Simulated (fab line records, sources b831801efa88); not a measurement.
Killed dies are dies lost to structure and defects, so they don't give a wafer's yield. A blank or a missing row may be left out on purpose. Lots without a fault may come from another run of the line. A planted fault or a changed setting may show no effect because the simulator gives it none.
One fault seen from 2 desks | flow sky130 | each desk has only its own numbers; what lay behind them comes last

THE METROLOGY DESK
What the gauges read, lot by lot, whatever tool the lot ran on: means of the sampled wafers that have a number. A lot is out of limits, marked OUT, if its mean lies more than 4 standard deviations from the usual mean; the brackets give that distance.
Columns: A = CONTACT_BOW at SKY_CONTACT_BOW_MEAS_05, usual 81 um
lot  | first seen here | A
L455 | day 31 12:55    | 86
L457 | day 32 03:29    | 78
L459 | day 33 05:20    | 79
L460 | day 33 13:16    | 72
L461 | day 33 14:50    | 78
L469 | day 35 14:41    | 78
L470 | day 36 03:24    | 76
L471 | day 36 07:13    | 86
L472 | day 36 14:52    | 86
L473 | day 36 21:10    | 74
L475 | day 37 08:11    | 74
This desk's finding: nothing out of limits on any of the 11 lots.

THE TOOL OWNER'S DESK: rie_diel-01
The tool's own readings at SKY_LI_CONTACT_ETCH_14 (etches BARC in N2/H2, stops on SiO2, time 45.9 s, target depth 60 nm): means of the sampled wafers that have a number, for each lot that ran on this tool. A lot is out of limits, marked OUT, if its mean lies more than 4 standard deviations from the usual mean; the brackets give that distance.
Columns: A = drypump_motor_current_A at SKY_LI_CONTACT_ETCH_14, usual 5.9 A; B = oes_product_au at SKY_LI_CONTACT_ETCH_14, usual 0.855 a.u.; C = rf_fwd_power_W at SKY_LI_CONTACT_ETCH_14, usual 495.7 W; D = throttle_valve_pct at SKY_LI_CONTACT_ETCH_14, usual 13.225 %
lot  | first seen here | A   | B     | C                       | D
L457 | day 30 21:47    | 6.1 | 0.857 | 496.4                   | 13.225
L459 | day 31 23:09    | 6.0 | 0.854 | 697.7 (+99 or more) OUT | 13.216
L460 | day 32 07:20    | 6.0 | 0.854 | 693.4 (+99 or more) OUT | 13.223
L469 | day 34 08:46    | 6.1 | 0.855 | 496.5                   | 13.229
L470 | day 34 21:49    | 6.1 | 0.853 | 494.9                   | 13.225
L472 | day 35 08:13    | 6.0 | 0.851 | 495.1                   | 13.221
L473 | day 35 15:09    | 6.1 | 0.859 | 493.8                   | 13.237
This desk's finding: out of limits on L459, L460; first on L459, day 31 23:09 (rf_fwd_power_W at SKY_LI_CONTACT_ETCH_14). In limits: L457, L469, L470, L472, L473.

PUT TOGETHER
The tool owner's desk could have raised an alarm at day 31 23:09, on L459, L460.
The metrology desk saw nothing out of limits.
The metrology desk has L459, L460 on record, within its limits.
Of the lots named, all ran SKY_LI_CONTACT_ETCH_14 on rie_diel-01.

WHAT THE SIMULATOR HAD PUT IN
Process parameter drift: rie_diel-01, from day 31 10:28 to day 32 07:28, at SKY_LI_CONTACT_ETCH_14. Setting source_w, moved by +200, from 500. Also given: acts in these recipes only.
Lots struck among those shown: L459, L460.
Hours from the fault's start to each desk's first reading out of limits: the tool owner's desk, 13.
